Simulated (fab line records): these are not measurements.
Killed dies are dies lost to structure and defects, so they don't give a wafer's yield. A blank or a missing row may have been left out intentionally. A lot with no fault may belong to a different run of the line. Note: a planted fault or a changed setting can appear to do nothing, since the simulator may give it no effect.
Which tool was responsible? / flow gf180mcu / route of 602 steps, sampled at 1 step: 6 lots, 18 wafers

== WHAT EACH GAUGE READ, for each wafer ==
GF_V5_THK_MEAS_01.
lot=L682; measured=day 27 03:35; on=film_metro-03; V5_CVD_00_THK (nm)=307 309 309
lot=L687; measured=day 29 00:28; on=film_metro-04; V5_CVD_00_THK (nm)=308 309 308
lot=L693; measured=day 30 12:13; on=film_metro-04; V5_CVD_00_THK (nm)=304 307 304
lot=L694; measured=day 31 03:10; on=film_metro-02; V5_CVD_00_THK (nm)=312 314 310
lot=L697; measured=day 31 15:35; on=film_metro-02; V5_CVD_00_THK (nm)=309 306 313
lot=L699; measured=day 32 01:28; on=film_metro-02; V5_CVD_00_THK (nm)=311 306 306

== WHAT TOOL EACH LOT RAN ON (gives the tool, then ch and the chambers of the sampled wafers, and finally the start) ==
Record: no process step prior to these readings.

== THE ANSWER, worked out from the rows above alone ==
Rule: usual is defined by the lots themselves. Put in order of their means at a reading, lots are off if they are a third of the lots or fewer, leave a main group of 4 or more, and stand apart from it by a gap of 3 or more times the standard deviation of the main group's means; of several such gaps the widest counts. A main group is skipped when, at the precision printed for the reading in the tables above, its means are all equal. Also off: a lot with no number at a reading for which 4 or more lots have one. Where the step has rows for the other lots, those lots are counted as sound.
No lot is off at any reading shown: from this, nothing can be told.

== WHAT HAD BEEN PUT IN BY THE SIMULATOR ==
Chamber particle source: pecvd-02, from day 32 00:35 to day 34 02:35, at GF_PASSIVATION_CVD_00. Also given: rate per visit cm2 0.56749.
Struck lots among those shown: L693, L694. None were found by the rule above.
